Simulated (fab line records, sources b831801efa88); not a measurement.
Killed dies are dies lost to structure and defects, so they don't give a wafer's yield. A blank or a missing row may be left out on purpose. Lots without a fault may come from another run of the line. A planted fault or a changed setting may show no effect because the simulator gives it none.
One fault seen from 2 desks | flow sfq_line | each desk has only its own numbers; what lay behind them comes last

THE TOOL OWNER'S DESK: pecvd-04
The tool's own readings at SFQ_TRILAYER_A5C_DEP_PECVD_142 (deposits SiO2 from SiH4/N2O, time 15.556 s, target thk 70 nm): means of the sampled wafers that have a number, for each lot that ran on this tool. A lot is out of limits, marked OUT, if its mean lies more than 4 standard deviations from the usual mean; the brackets give that distance.
Columns: A = heater_power_w at SFQ_TRILAYER_A5C_DEP_PECVD_142, usual 78 W; B = throttle_valve_pct at SFQ_TRILAYER_A5C_DEP_PECVD_142, usual 25.2 %
lot  | first seen here | A  | B
L207 | day 53 08:10    | 89 | 24.7
L208 | day 53 21:11    | 76 | 24.9
L209 | day 54 05:14    | 83 | 24.0
L214 | day 55 12:20    | 86 | 25.0
L216 | day 56 07:32    | 74 | 24.2
L220 | day 57 09:29    | 86 | 25.9
This desk's finding: nothing out of limits on any of the 6 lots.

THE METROLOGY DESK
What the gauges read, lot by lot, whatever tool the lot ran on: means of the sampled wafers that have a number. A lot is out of limits, marked OUT, if its mean lies more than 4 standard deviations from the usual mean; the brackets give that distance.
Columns: A = I5_OVL at SFQ_I5_OVL_MEAS_936, usual 1 nm; B = C5_OVL at SFQ_C5_OVL_MEAS_937, usual -2 nm
lot  | first seen here | A  | B
L201 | day 52 14:48    | 4  | 0
L202 | day 53 02:48    | -8 | 6
L206 | day 54 17:12    | -0 | -6
L207 | day 55 02:48    | -3 | 1
L208 | day 55 17:38    | 4  | -8
L209 | day 55 23:38    | -4 | -7
L210 | day 56 06:49    | 4  | 5
L212 | day 56 17:37    | -1 | -7
L213 | day 56 21:14    | 5  | 0
L214 | day 56 22:26    | -4 | -6
L216 | day 57 16:14    | -2 | -2
L220 | day 58 11:26    | 1  | -5
L222 | day 58 17:25    | 6  | -1
This desk's finding: nothing out of limits on any of the 13 lots.

PUT TOGETHER
The tool owner's desk saw nothing out of limits.
The metrology desk saw nothing out of limits.

WHAT THE SIMULATOR HAD PUT IN
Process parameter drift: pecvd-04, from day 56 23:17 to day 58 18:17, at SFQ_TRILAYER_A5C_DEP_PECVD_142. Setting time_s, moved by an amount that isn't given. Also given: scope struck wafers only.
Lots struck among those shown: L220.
